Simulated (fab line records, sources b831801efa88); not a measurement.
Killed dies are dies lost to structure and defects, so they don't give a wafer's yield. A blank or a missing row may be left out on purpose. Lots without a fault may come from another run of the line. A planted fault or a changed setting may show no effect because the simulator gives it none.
Which tool did it? | flow sky130 | 13 lots, 39 wafers sampled, at 6 steps of a route of 708

WHAT THE GAUGES READ, wafer by wafer
SKY_POLY_GATE_CD_MEAS_13: target cd 150 nm.
lot  | measured     | on        | cd_nm (nm)
L165 | day 16 10:43 | cd_sem-01 | 148.7 150.4 150.2
L166 | day 16 20:09 | cd_sem-02 | 152.0 151.8 152.0
L167 | day 17 00:07 | cd_sem-01 | 148.8 148.9 148.6
L168 | day 17 11:24 | cd_sem-01 | 151.7 151.2 150.7
L171 | day 18 14:01 | cd_sem-01 | 149.4 148.6 150.4
L172 | day 19 00:52 | cd_sem-02 | 149.5 151.7 150.6
L173 | day 19 02:10 | cd_sem-02 | 149.2 149.6 149.5
L174 | day 19 15:43 | cd_sem-01 | 150.1 150.7 151.1
L175 | day 20 07:47 | cd_sem-02 | 150.8 149.7 150.1
L176 | day 21 00:19 | cd_sem-01 | 150.1 150.4 148.8
L177 | day 21 03:56 | cd_sem-01 | 150.7 150.4 150.8
L188 | day 24 22:01 | cd_sem-02 | 151.3 150.9 150.1
L187 | day 24 22:58 | cd_sem-01 | 152.0 152.3 152.7

SKY_POLY_GATE_CD_MEAS_22.
lot  | measured     | on        | cd_nm (nm)
L165 | day 16 13:14 | cd_sem-01 | 146.3 149.4 149.9
L166 | day 16 22:07 | cd_sem-02 | 152.8 150.2 151.3
L167 | day 17 02:02 | cd_sem-01 | 147.2 146.3 148.4
L168 | day 17 15:08 | cd_sem-02 | 154.4 151.3 154.9
L171 | day 18 16:28 | cd_sem-02 | 148.3 149.2 145.8
L172 | day 19 03:32 | cd_sem-01 | 151.3 150.6 151.6
L173 | day 19 04:47 | cd_sem-01 | 149.0 147.3 149.0
L174 | day 19 19:31 | cd_sem-02 | 150.0 148.1 152.3
L175 | day 20 10:02 | cd_sem-01 | 148.1 147.7 150.2
L176 | day 21 02:11 | cd_sem-02 | 147.8 146.6 152.3
L177 | day 21 05:47 | cd_sem-02 | 149.6 150.1 149.9
L188 | day 25 00:37 | cd_sem-02 | 149.8 148.0 148.8
L187 | day 25 00:49 | cd_sem-02 | 153.6 154.4 153.1

SKY_LDD_P_TW_MEAS_11.
lot  | measured     | on            | LDD_P_TW
L165 | day 19 01:14 | film_metro-01 | 642 637 641
L166 | day 19 11:04 | film_metro-03 | 633 634 638
L167 | day 19 14:50 | film_metro-01 | 642 642 641
L168 | day 20 05:53 | film_metro-03 | 630 632 636
L171 | day 21 07:11 | film_metro-01 | 641 641 643
L172 | day 21 17:55 | film_metro-02 | 631 634 635
L173 | day 21 19:16 | film_metro-02 | 636 637 636
L174 | day 22 09:43 | film_metro-01 | 639 636 636
L175 | day 23 00:22 | film_metro-01 | 637 639 635
L176 | day 23 16:32 | film_metro-03 | 633 634 635
L177 | day 23 20:22 | film_metro-03 | 30 30 30
L188 | day 27 11:37 | film_metro-01 | 640 642 645
L187 | day 27 12:53 | film_metro-02 | 641 638 640

WHICH TOOL RAN EACH LOT (tool, then ch and the chambers of the sampled wafers, then the start)
lot  | SKY_RES_PROTECT_STRIP_07             | SKY_LDD_N_STRIP_16                   | SKY_LDD_P_STRIP_10
L165 | plasma_asher-04 ch 0,1, day 15 05:41 | plasma_asher-01 ch 0,1, day 17 19:18 | plasma_asher-04 ch 0,1, day 19 01:08
L166 | plasma_asher-01 ch 0,1, day 15 12:07 | plasma_asher-03 ch 1, day 18 04:27   | plasma_asher-04 ch 0,1, day 19 10:58
L167 | plasma_asher-02 ch 0,1, day 15 16:19 | plasma_asher-03 ch 0,1, day 18 07:47 | plasma_asher-02 ch 0,1, day 19 14:46
L168 | plasma_asher-02 ch 0,1, day 16 01:50 | plasma_asher-01 ch 0,1, day 18 21:47 | plasma_asher-03 ch 0,1, day 20 05:48
L171 | plasma_asher-04 ch 0,1, day 17 06:19 | plasma_asher-01 ch 0,1, day 19 23:47 | plasma_asher-02 ch 0,1, day 21 07:05
L172 | plasma_asher-01 ch 0,1, day 17 15:47 | plasma_asher-04 ch 0,1, day 20 11:09 | plasma_asher-02 ch 0,1, day 21 17:49
L173 | plasma_asher-01 ch 0,1, day 17 17:41 | plasma_asher-04 ch 0,1, day 20 12:03 | plasma_asher-02 ch 0,1, day 21 19:10
L174 | plasma_asher-04 ch 0,1, day 18 07:20 | plasma_asher-01 ch 0,1, day 21 03:02 | plasma_asher-04 ch 0,1, day 22 09:37
L175 | plasma_asher-02 ch 0,1, day 18 23:26 | plasma_asher-04 ch 0,1, day 21 17:41 | plasma_asher-02 ch 0,1, day 23 00:16
L176 | plasma_asher-02 ch 0,1, day 19 15:37 | plasma_asher-04 ch 0,1, day 22 10:17 | plasma_asher-02 ch 0,1, day 23 16:27
L177 | plasma_asher-02 ch 0,1, day 19 19:44 | plasma_asher-04 ch 0,1, day 22 13:36 | plasma_asher-03 ch 0,1, day 23 20:16
L188 | plasma_asher-02 ch 0, day 23 14:28   | plasma_asher-01 ch 0,1, day 26 06:45 | plasma_asher-04 ch 0,1, day 27 11:31
L187 | plasma_asher-04 ch 0,1, day 23 15:13 | plasma_asher-03 ch 0,1, day 26 07:44 | plasma_asher-04 ch 0,1, day 27 12:47
- SKY_RES_PROTECT_STRIP_07: strips in O2/N2.
- SKY_LDD_N_STRIP_16: strips in O2/N2.
- SKY_LDD_P_STRIP_10: strips in O2/N2.

WHAT THE TOOLS THEMSELVES READ (means of the sampled wafers that have a number; where no wafer has one, the mark that the record gives instead)
SKY_RES_PROTECT_STRIP_07.
lot  | tool            | drypump_motor_current_A (A) | oes_product_au (a.u.) | strip_time_to_endpoint_s (s)
L165 | plasma_asher-04 | 6.0                         | 0.516                 | 23.27
L166 | plasma_asher-01 | 5.4                         | 0.512                 | 23.33
L167 | plasma_asher-02 | 5.7                         | 0.517                 | 23.28
L168 | plasma_asher-02 | 5.7                         | 0.517                 | 23.23
L171 | plasma_asher-04 | 6.1                         | 0.518                 | 23.32
L172 | plasma_asher-01 | 5.2                         | 0.524                 | 23.29
L173 | plasma_asher-01 | 5.4                         | 0.514                 | 23.30
L174 | plasma_asher-04 | 6.0                         | 0.523                 | 23.31
L175 | plasma_asher-02 | 5.8                         | 0.517                 | 23.30
L176 | plasma_asher-02 | 5.7                         | 0.514                 | 23.30
L177 | plasma_asher-02 | 5.8                         | 0.519                 | 23.30
L188 | plasma_asher-02 | 5.7                         | 0.520                 | 23.33
L187 | plasma_asher-04 | 6.0                         | 0.518                 | 23.27

SKY_LDD_N_STRIP_16.
lot  | tool            | drypump_motor_current_A (A) | oes_product_au (a.u.) | strip_time_to_endpoint_s (s)
L165 | plasma_asher-01 | 5.3                         | 0.408                 | 4.313
L166 | plasma_asher-03 | 4.8                         | 0.404                 | 4.314
L167 | plasma_asher-03 | 5.1                         | 0.404                 | 4.316
L168 | plasma_asher-01 | 5.3                         | 0.403                 | 4.302
L171 | plasma_asher-01 | 5.2                         | 0.407                 | 4.311
L172 | plasma_asher-04 | 6.0                         | 0.406                 | 4.323
L173 | plasma_asher-04 | 6.0                         | 0.409                 | 4.296
L174 | plasma_asher-01 | 5.3                         | 0.407                 | 4.335
L175 | plasma_asher-04 | 6.0                         | 0.410                 | 4.320
L176 | plasma_asher-04 | 6.0                         | 0.407                 | 4.305
L177 | plasma_asher-04 | 6.1                         | 0.895                 | -
L188 | plasma_asher-01 | 5.3                         | 0.405                 | 4.298
L187 | plasma_asher-03 | 5.2                         | 0.404                 | 4.331

SKY_LDD_P_STRIP_10.
lot  | tool            | drypump_motor_current_A (A) | oes_product_au (a.u.) | strip_time_to_endpoint_s (s)
L165 | plasma_asher-04 | 6.0                         | 0.713                 | 14.16
L166 | plasma_asher-04 | 6.1                         | 0.715                 | 14.18
L167 | plasma_asher-02 | 5.8                         | 0.714                 | 14.14
L168 | plasma_asher-03 | 5.0                         | 0.717                 | 14.09
L171 | plasma_asher-02 | 5.8                         | 0.716                 | 14.24
L172 | plasma_asher-02 | 5.8                         | 0.712                 | 14.17
L173 | plasma_asher-02 | 5.8                         | 0.717                 | 14.25
L174 | plasma_asher-04 | 6.1                         | 0.715                 | 14.21
L175 | plasma_asher-02 | 5.7                         | 0.721                 | 14.14
L176 | plasma_asher-02 | 5.7                         | 0.712                 | 14.20
L177 | plasma_asher-03 | 5.1                         | 0.717                 | 16.10
L188 | plasma_asher-04 | 6.1                         | 0.717                 | 14.20
L187 | plasma_asher-04 | 5.9                         | 0.716                 | 14.14

THE ANSWER, worked out from the rows above alone
Rule: what is usual is taken from the lots themselves. Put in order of their means at a reading, lots are off if they are a third of the lots or fewer, leave a main group of 4 or more, and stand apart from it by a gap of 3 or more times the standard deviation of the main group's means; of several such gaps the widest counts. A main group whose means are all the same, to the digits that the tables above print for the reading, isn't used. A lot without any number at a reading at which 4 lots or more have one is off too. The other lots that the step has rows for count as sound. The gauges are gone through in route order, then the tools' own readings, and for those a lot's mean is taken as printed above. The first step at which some lot is off is used, and at that step the reading that is off furthest; a lot without a number counts as furthest.
Off: L177, at SKY_LDD_P_TW_MEAS_11 (LDD_P_TW). The main group: mean 638, standard deviation 3.3.
A tool fits if, at a process step before that reading, it ran every lot that is off, and no sound lot after the first of them. The gauges at SKY_LDD_P_TW_MEAS_11 aren't tried: what is off there is off at SKY_LDD_N_STRIP_16 too, on other tools, and a gauge's error can't cause that. Can't be told from this: 2 tools fit, plasma_asher-04 at SKY_LDD_N_STRIP_16, plasma_asher-03 at SKY_LDD_P_STRIP_10.

WHAT THE SIMULATOR HAD PUT IN
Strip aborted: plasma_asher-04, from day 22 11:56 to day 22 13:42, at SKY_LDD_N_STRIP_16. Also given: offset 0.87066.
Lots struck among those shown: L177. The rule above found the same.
